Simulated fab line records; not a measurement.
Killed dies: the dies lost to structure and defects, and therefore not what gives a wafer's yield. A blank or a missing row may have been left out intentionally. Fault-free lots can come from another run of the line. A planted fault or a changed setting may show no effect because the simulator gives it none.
Which tool did it? :: flow gf180mcu :: 37 wafers from 13 lots sampled at 5 of the route's 602 steps

== WHAT THE GAUGES SHOWED, per wafer ==
GF_V3_THK_MEAS_01. Usual: for V3_CVD_00_THK the level is 603 nm and the standard deviation is 5.7.
lot: L708
measured: day 21 08:32
on: film-metro-03
V3_CVD_00_THK (nm): 620 613 611
flag: 

lot: L709
measured: day 21 16:31
on: film-metro-03
V3_CVD_00_THK (nm): 609 603 603
flag: 

lot: L711
measured: day 22 08:59
on: film-metro-04
V3_CVD_00_THK (nm): 609 610 606
flag: 

lot: L714
measured: day 23 12:18
on: film-metro-04
V3_CVD_00_THK (nm): 606 606
flag: 

lot: L718
measured: day 24 23:15
on: film-metro-03
V3_CVD_00_THK (nm): 602 609
flag: 

lot: L722
measured: day 26 01:19
on: film-metro-03
V3_CVD_00_THK (nm): 604 609 607
flag: 

lot: L723
measured: day 26 18:01
on: film-metro-03
V3_CVD_00_THK (nm): 598 592 586
flag: 

lot: L725
measured: day 27 11:56
on: film-metro-03
V3_CVD_00_THK (nm): 603 605 605
flag: 

lot: L726
measured: day 27 14:08
on: film-metro-02
V3_CVD_00_THK (nm): 605 600 604
flag: 

lot: L728
measured: day 27 19:52
on: film-metro-04
V3_CVD_00_THK (nm): 599 599 605
flag: 

lot: L729
measured: day 28 11:34
on: film-metro-02
V3_CVD_00_THK (nm): 602 607 602
flag: 

lot: L730
measured: day 28 12:25
on: film-metro-03
V3_CVD_00_THK (nm): 606 600 604
flag: 

lot: L731
measured: day 29 08:46
on: film-metro-02
V3_CVD_00_THK (nm): 604 601 600
flag: 

GF_V3_OVL_MEAS_15. Usual: for V3_OVL the level is 5 nm and the standard deviation is 5.4.
lot: L708
measured: day 22 08:57
on: overlay-01
V3_OVL (nm): 14 8 7
flag: 

lot: L709
measured: day 22 16:26
on: overlay-02
V3_OVL (nm): -1 -1 -1
flag: 

lot: L711
measured: day 23 08:26
on: overlay-01
V3_OVL (nm): 2 5 2
flag: 

lot: L714
measured: day 24 16:34
on: overlay-01
V3_OVL (nm): 6 4
flag: 

lot: L718
measured: day 25 21:19
on: overlay-01
V3_OVL (nm): 8 13
flag: 

lot: L722
measured: day 26 22:53
on: overlay-02
V3_OVL (nm): 9 11 9
flag: 

lot: L723
measured: day 27 14:43
on: overlay-01
V3_OVL (nm): 9 6 15
flag: 

lot: L725
measured: day 28 08:59
on: overlay-01
V3_OVL (nm): 13 7 14
flag: 

lot: L726
measured: day 28 11:13
on: overlay-01
V3_OVL (nm): 2 -5 -5
flag: 

lot: L728
measured: day 28 16:30
on: overlay-02
V3_OVL (nm): 4 -5 -1
flag: 

lot: L729
measured: day 29 06:53
on: overlay-02
V3_OVL (nm): -2 1 2
flag: 

lot: L730
measured: day 29 08:19
on: overlay-02
V3_OVL (nm): 0 11 7
flag: 

lot: L731
measured: day 30 04:21
on: overlay-02
V3_OVL (nm): -3 1 -3
flag: 

GF_MIM_THK_MEAS_06. Usual: for MIM_CVD_05_THK the level is 42.1 nm and the standard deviation is 0.51.
lot: L708
measured: day 24 17:53
on: film-metro-02
MIM_CVD_05_THK (nm): 42.4 41.9 42.5
flag: 

lot: L709
measured: day 24 19:30
on: film-metro-02
MIM_CVD_05_THK (nm): 41.4 42.0 42.6
flag: 

lot: L711
measured: day 25 16:14
on: film-metro-01
MIM_CVD_05_THK (nm): 41.4 42.5 42.2
flag: 

lot: L714
measured: day 26 16:21
on: film-metro-02
MIM_CVD_05_THK (nm): 42.0 39.6
flag: 

lot: L718
measured: day 27 19:30
on: film-metro-04
MIM_CVD_05_THK (nm): 41.6 40.1
flag: 

lot: L722
measured: day 28 18:49
on: film-metro-01
MIM_CVD_05_THK (nm): 41.6 42.3 42.8
flag: 

lot: L723
measured: day 29 11:09
on: film-metro-04
MIM_CVD_05_THK (nm): 41.7 42.2 42.4
flag: 

lot: L725
measured: day 30 03:53
on: film-metro-01
MIM_CVD_05_THK (nm): 41.8 42.0 42.5
flag: 

lot: L726
measured: day 30 05:45
on: film-metro-04
MIM_CVD_05_THK (nm): 42.6 42.2 42.4
flag: 

lot: L728
measured: day 30 12:14
on: film-metro-04
MIM_CVD_05_THK (nm): 42.2 43.3 42.5
flag: 

lot: L729
measured: day 31 00:14
on: film-metro-04
MIM_CVD_05_THK (nm): 42.1 42.1 42.7
flag: 

lot: L730
measured: day 31 02:44
on: film-metro-02
MIM_CVD_05_THK (nm): 42.5 43.0 42.2
flag: 

lot: L731
measured: day 31 22:01
on: film-metro-01
MIM_CVD_05_THK (nm): 41.9 41.7 42.4
flag: 

== WHAT TOOL EACH LOT RAN ON (gives the tool, then ch and the chambers of the sampled wafers, and finally the start) ==
lot: L708
GF_M4_SPUTTER_04: pvd-sputter-02, day 22 10:40
GF_MIM_CVD_05: pecvd-04 ch 0,2, day 24 17:49

lot: L709
GF_M4_SPUTTER_04: pvd-sputter-01, day 22 18:01
GF_MIM_CVD_05: pecvd-04 ch 0,1, day 24 19:27

lot: L711
GF_M4_SPUTTER_04: pvd-sputter-01, day 23 10:08
GF_MIM_CVD_05: pecvd-04 ch 0,1, day 25 16:11

lot: L714
GF_M4_SPUTTER_04: pvd-sputter-03, day 24 18:07
GF_MIM_CVD_05: pecvd-04 ch 1,2, day 26 16:18

lot: L718
GF_M4_SPUTTER_04: pvd-sputter-02, day 25 22:53
GF_MIM_CVD_05: pecvd-04 ch 0,2, day 27 19:27

lot: L722
GF_M4_SPUTTER_04: pvd-sputter-02, day 27 00:28
GF_MIM_CVD_05: pecvd-01 ch 0,1,2, day 28 18:47

lot: L723
GF_M4_SPUTTER_04: pvd-sputter-01, day 27 16:16
GF_MIM_CVD_05: pecvd-01 ch 1,2, day 29 11:06

lot: L725
GF_M4_SPUTTER_04: pvd-sputter-02, day 28 10:33
GF_MIM_CVD_05: pecvd-01 ch 0,2, day 30 03:49

lot: L726
GF_M4_SPUTTER_04: pvd-sputter-03, day 28 12:50
GF_MIM_CVD_05: pecvd-02 ch 1,2, day 30 05:42

lot: L728
GF_M4_SPUTTER_04: pvd-sputter-02, day 28 18:04
GF_MIM_CVD_05: pecvd-04 ch 0,1,2, day 30 12:12

lot: L729
GF_M4_SPUTTER_04: pvd-sputter-03, day 29 08:30
GF_MIM_CVD_05: pecvd-04 ch 0,2, day 31 00:12

lot: L730
GF_M4_SPUTTER_04: pvd-sputter-03, day 29 09:55
GF_MIM_CVD_05: pecvd-01 ch 1,2, day 31 02:41

lot: L731
GF_M4_SPUTTER_04: pvd-sputter-02, day 30 05:57
GF_MIM_CVD_05: pecvd-04 ch 0,1,2, day 31 21:59
- GF_M4_SPUTTER_04: material TiN, target thk 50 nm, time 41.7 s.
- GF_MIM_CVD_05: deposits Si3N4, target thk 42 nm, time 29.086 s.

== WHAT THE TOOLS THEMSELVES READ (means of the sampled wafers that have a number; where no wafer has one, the mark that the record gives instead) ==
GF_M4_SPUTTER_04. Usual: throttle-valve-pct 29.7 %, standard deviation 0.61.
lot: L708
tool: pvd-sputter-02
throttle-valve-pct (%): 29.4
flag: 

lot: L709
tool: pvd-sputter-01
throttle-valve-pct (%): 29.1
flag: 

lot: L711
tool: pvd-sputter-01
throttle-valve-pct (%): 30.2
flag: 

lot: L714
tool: pvd-sputter-03
throttle-valve-pct (%): 29.4
flag: 

lot: L718
tool: pvd-sputter-02
throttle-valve-pct (%): 29.7
flag: 

lot: L722
tool: pvd-sputter-02
throttle-valve-pct (%): 29.0
flag: 

lot: L723
tool: pvd-sputter-01
throttle-valve-pct (%): 30.1
flag: 

lot: L725
tool: pvd-sputter-02
throttle-valve-pct (%): 29.5
flag: 

lot: L726
tool: pvd-sputter-03
throttle-valve-pct (%): 29.7
flag: 

lot: L728
tool: pvd-sputter-02
throttle-valve-pct (%): 29.3
flag: 

lot: L729
tool: pvd-sputter-03
throttle-valve-pct (%): 29.9
flag: 

lot: L730
tool: pvd-sputter-03
throttle-valve-pct (%): 29.7
flag: 

lot: L731
tool: pvd-sputter-02
throttle-valve-pct (%): 29.0
flag: 

GF_MIM_CVD_05. Usual: heater-power-w 632 W, standard deviation 82; run-length-s 57.1 s, standard deviation 0.46.
lot: L708
tool: pecvd-04
heater-power-w (W): 637
run-length-s (s): 56.8
flag: 

lot: L709
tool: pecvd-04
heater-power-w (W): 671
run-length-s (s): 57.4
flag: 

lot: L711
tool: pecvd-04
heater-power-w (W): 605
run-length-s (s): 57.8
flag: 

lot: L714
tool: pecvd-04
heater-power-w (W): 641
run-length-s (s): 56.0
flag: 

lot: L718
tool: pecvd-04
heater-power-w (W): 696
run-length-s (s): 56.1
flag: 

lot: L722
tool: pecvd-01
heater-power-w (W): 569
run-length-s (s): 57.0
flag: 

lot: L723
tool: pecvd-01
heater-power-w (W): 621
run-length-s (s): 56.5
flag: 

lot: L725
tool: pecvd-01
heater-power-w (W): 693
run-length-s (s): 56.6
flag: 

lot: L726
tool: pecvd-02
heater-power-w (W): 587
run-length-s (s): 57.1
flag: 

lot: L728
tool: pecvd-04
heater-power-w (W): 624
run-length-s (s): 57.2
flag: 

lot: L729
tool: pecvd-04
heater-power-w (W): 649
run-length-s (s): 56.9
flag: 

lot: L730
tool: pecvd-01
heater-power-w (W): 557
run-length-s (s): 57.0
flag: 

lot: L731
tool: pecvd-04
heater-power-w (W): 636
run-length-s (s): 57.3
flag: 

== THE ANSWER, worked out from the rows above alone ==
Rule: take the mean of a lot's wafers that have a number; if it is more than 3 standard deviations from the usual mean, the lot is off. Also off: a lot with no number at a reading for which 4 or more lots have one. All remaining lots with rows at the step are treated as sound. Order of review: gauges by route order, followed by the tools' own readings, for which a lot's mean as printed above is used. The first step at which some lot is off is used, and at that step the reading that is off furthest; a lot without a number counts as furthest.
No lot is off at any reading shown: from this, nothing can be told.

== WHAT WAS PUT IN BY THE SIMULATOR ==
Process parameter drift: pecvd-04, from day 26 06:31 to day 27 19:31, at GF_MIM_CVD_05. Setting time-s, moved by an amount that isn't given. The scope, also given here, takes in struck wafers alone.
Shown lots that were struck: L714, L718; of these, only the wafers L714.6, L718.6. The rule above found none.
